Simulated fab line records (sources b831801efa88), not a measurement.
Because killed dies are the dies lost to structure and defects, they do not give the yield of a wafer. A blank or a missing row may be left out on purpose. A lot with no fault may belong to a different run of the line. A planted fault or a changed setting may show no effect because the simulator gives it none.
What tool caused it? :: flow gf180mcu :: 12 lots with 36 wafers sampled at 4 steps, on a route of 602 steps

## WHAT THE GAUGES SHOWED, per wafer
GF_HV_LDD_OVL_MEAS_47.
lot: L775
measured: day 12 10:52
on: overlay-01
HV_LDD_03_OVL (nm): 0.4 0.3 -1.3

lot: L776
measured: day 12 22:03
on: overlay-01
HV_LDD_03_OVL (nm): -1.1 -1.5 -2.1

lot: L778
measured: day 13 07:01
on: overlay-02
HV_LDD_03_OVL (nm): 1.3 -0.5 -0.4

lot: L779
measured: day 13 16:02
on: overlay-01
HV_LDD_03_OVL (nm): -0.8 -2.0 -2.5

lot: L782
measured: day 14 19:38
on: overlay-01
HV_LDD_03_OVL (nm): -2.6 -1.1 -2.2

lot: L784
measured: day 15 09:59
on: overlay-02
HV_LDD_03_OVL (nm): 0.4 1.3 0.0

lot: L785
measured: day 15 22:07
on: overlay-01
HV_LDD_03_OVL (nm): -0.2 1.9 -0.8

lot: L787
measured: day 16 13:37
on: overlay-02
HV_LDD_03_OVL (nm): -0.3 0.9 -0.5

lot: L791
measured: day 17 20:23
on: overlay-02
HV_LDD_03_OVL (nm): 0.2 0.5 0.0

lot: L793
measured: day 18 14:01
on: overlay-02
HV_LDD_03_OVL (nm): -2.0 -2.8 -0.2

lot: L794
measured: day 18 17:29
on: overlay-02
HV_LDD_03_OVL (nm): -1.9 -2.9 -1.5

lot: L797
measured: day 19 17:52
on: overlay-01
HV_LDD_03_OVL (nm): 0.2 0.6 -0.2

GF_CONTACT_OVL_MEAS_15.
lot: L775
measured: day 16 01:59
on: overlay-01
CONTACT_OVL (nm): 6 0 9

lot: L776
measured: day 16 17:23
on: overlay-02
CONTACT_OVL (nm): 2 -1 -1

lot: L778
measured: day 17 03:34
on: overlay-02
CONTACT_OVL (nm): 10 6 17

lot: L779
measured: day 17 12:00
on: overlay-01
CONTACT_OVL (nm): 14 7 8

lot: L782
measured: day 18 19:43
on: overlay-01
CONTACT_OVL (nm): 8 7 -4

lot: L784
measured: day 19 11:01
on: overlay-01
CONTACT_OVL (nm): 11 8 14

lot: L785
measured: day 20 03:11
on: overlay-01
CONTACT_OVL (nm): 2 4 0

lot: L787
measured: day 20 19:08
on: overlay-02
CONTACT_OVL (nm): -2 1 -4

lot: L791
measured: day 22 02:00
on: overlay-01
CONTACT_OVL (nm): 1 5 5

lot: L793
measured: day 22 19:40
on: overlay-02
CONTACT_OVL (nm): 1 6 9

lot: L794
measured: day 23 00:29
on: overlay-02
CONTACT_OVL (nm): -4 -4 1

lot: L797
measured: day 23 23:28
on: overlay-01
CONTACT_OVL (nm): -2 3 0

## EACH LOT AND THE TOOL THAT RAN IT (in order: tool; ch and the chambers of the sampled wafers; start)
lot: L775
GF_SAB_COAT_04: litho track-02 ch 0, day 14 16:06
GF_SAB_STRIP_13: plasma asher-01 ch 0,1, day 15 02:59

lot: L776
GF_SAB_COAT_04: litho track-04 ch 0, day 15 06:18
GF_SAB_STRIP_13: plasma asher-01 ch 0,1, day 15 17:35

lot: L778
GF_SAB_COAT_04: litho track-02 ch 0, day 15 16:40
GF_SAB_STRIP_13: plasma asher-03 ch 0,1, day 16 03:47

lot: L779
GF_SAB_COAT_04: litho track-03 ch 0, day 16 00:37
GF_SAB_STRIP_13: plasma asher-04 ch 0,1, day 16 11:57

lot: L782
GF_SAB_COAT_04: litho track-03 ch 0, day 17 06:07
GF_SAB_STRIP_13: plasma asher-03 ch 0,1, day 17 18:18

lot: L784
GF_SAB_COAT_04: litho track-03 ch 0, day 17 22:07
GF_SAB_STRIP_13: plasma asher-01 ch 0,1, day 18 10:10

lot: L785
GF_SAB_COAT_04: litho track-04 ch 0, day 18 13:14
GF_SAB_STRIP_13: plasma asher-03 ch 0,1, day 19 01:23

lot: L787
GF_SAB_COAT_04: litho track-03 ch 0, day 19 04:13
GF_SAB_STRIP_13: plasma asher-01 ch 0,1, day 19 17:41

lot: L791
GF_SAB_COAT_04: litho track-03 ch 0, day 20 11:31
GF_SAB_STRIP_13: plasma asher-04 ch 0,1, day 21 00:06

lot: L793
GF_SAB_COAT_04: litho track-03 ch 0, day 21 06:14
GF_SAB_STRIP_13: plasma asher-01 ch 0,1, day 21 18:42

lot: L794
GF_SAB_COAT_04: litho track-03 ch 0, day 21 10:31
GF_SAB_STRIP_13: plasma asher-03 ch 0,1, day 21 23:43

lot: L797
GF_SAB_COAT_04: litho track-03 ch 0, day 22 10:10
GF_SAB_STRIP_13: plasma asher-04 ch 0,1, day 22 22:57
- GF_SAB_COAT_04: resist thk 1000 nm.
- GF_SAB_STRIP_13: strips in O2/N2.

## WHAT THE TOOLS THEMSELVES READ (means of the sampled wafers that have a number; where no wafer has one, the mark that the record gives instead)
GF_SAB_COAT_04.
lot: L775
tool: litho track-02
chill plate temp C (C): 23.04

lot: L776
tool: litho track-04
chill plate temp C (C): 22.85

lot: L778
tool: litho track-02
chill plate temp C (C): 22.87

lot: L779
tool: litho track-03
chill plate temp C (C): 22.97

lot: L782
tool: litho track-03
chill plate temp C (C): 23.06

lot: L784
tool: litho track-03
chill plate temp C (C): 22.94

lot: L785
tool: litho track-04
chill plate temp C (C): 23.05

lot: L787
tool: litho track-03
chill plate temp C (C): 23.12

lot: L791
tool: litho track-03
chill plate temp C (C): 22.94

lot: L793
tool: litho track-03
chill plate temp C (C): 22.93

lot: L794
tool: litho track-03
chill plate temp C (C): 22.94

lot: L797
tool: litho track-03
chill plate temp C (C): 23.14

GF_SAB_STRIP_13.
lot: L775
tool: plasma asher-01
drypump motor current A (A): 5.62
heater power w (W): 366
o2 flow sccm (sccm): 2999
oes product au (a.u.): 0.708
strip time to endpoint s (s): 12.64

lot: L776
tool: plasma asher-01
drypump motor current A (A): 5.64
heater power w (W): 362
o2 flow sccm (sccm): 2993
oes product au (a.u.): 0.712
strip time to endpoint s (s): 12.63

lot: L778
tool: plasma asher-03
drypump motor current A (A): 5.86
heater power w (W): 344
o2 flow sccm (sccm): 3004
oes product au (a.u.): 0.710
strip time to endpoint s (s): 12.58

lot: L779
tool: plasma asher-04
drypump motor current A (A): 5.86
heater power w (W): 331
o2 flow sccm (sccm): 3001
oes product au (a.u.): 0.712
strip time to endpoint s (s): 12.60

lot: L782
tool: plasma asher-03
drypump motor current A (A): 5.85
heater power w (W): 345
o2 flow sccm (sccm): 3001
oes product au (a.u.): 0.707
strip time to endpoint s (s): 12.61

lot: L784
tool: plasma asher-01
drypump motor current A (A): 5.65
heater power w (W): 363
o2 flow sccm (sccm): 2995
oes product au (a.u.): 0.713
strip time to endpoint s (s): 12.63

lot: L785
tool: plasma asher-03
drypump motor current A (A): 5.86
heater power w (W): 337
o2 flow sccm (sccm): 3000
oes product au (a.u.): 0.712
strip time to endpoint s (s): 12.64

lot: L787
tool: plasma asher-01
drypump motor current A (A): 5.62
heater power w (W): 363
o2 flow sccm (sccm): 3003
oes product au (a.u.): 0.713
strip time to endpoint s (s): 12.56

lot: L791
tool: plasma asher-04
drypump motor current A (A): 5.88
heater power w (W): 327
o2 flow sccm (sccm): 2997
oes product au (a.u.): 0.712
strip time to endpoint s (s): 12.62

lot: L793
tool: plasma asher-01
drypump motor current A (A): 5.60
heater power w (W): 365
o2 flow sccm (sccm): 2998
oes product au (a.u.): 0.709
strip time to endpoint s (s): 12.81

lot: L794
tool: plasma asher-03
drypump motor current A (A): 5.85
heater power w (W): 336
o2 flow sccm (sccm): 3003
oes product au (a.u.): 0.708
strip time to endpoint s (s): 12.79

lot: L797
tool: plasma asher-04
drypump motor current A (A): 5.79
heater power w (W): 339
o2 flow sccm (sccm): 3005
oes product au (a.u.): 0.707
strip time to endpoint s (s): 12.86

## THE ANSWER, worked out from the rows above alone
Rule: the usual values come from the lots themselves. The widest of any qualifying gaps counts: lots, ordered by their means at a reading, are off when they make up no more than a third of the lots, leave a main group of 4 or more, and stand apart from it by 3 or more times the standard deviation of that group's means. Not used: any main group whose means are identical at the precision the tables above print for the reading. A lot without any number at a reading at which 4 lots or more have one is off too. All remaining lots with rows at the step are treated as sound. The gauges are gone through in route order, then the tools' own readings, and for those a lot's mean is taken as printed above. At the first step where some lot is off, the reading lying furthest off is the one used; lots without a number count as furthest.
Off: L793, L794, L797 (GF_SAB_STRIP_13, strip time to endpoint s). Main group: mean 12.61 s, sd 0.026.
If a tool, at that step or one of the process steps before it, ran each lot that is off and ran no sound lot following the first of them, it fits. One fits: litho track-03 at GF_SAB_COAT_04. Its last sound lot is L791 (day 20 11:31), its first lot that is off L793 (day 21 06:14): a fault that began between those two fits.

## WHAT THE SIMULATOR HAD INSERTED
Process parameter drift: litho track-03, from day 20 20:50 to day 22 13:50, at GF_SAB_COAT_04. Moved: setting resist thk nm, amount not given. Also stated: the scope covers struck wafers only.
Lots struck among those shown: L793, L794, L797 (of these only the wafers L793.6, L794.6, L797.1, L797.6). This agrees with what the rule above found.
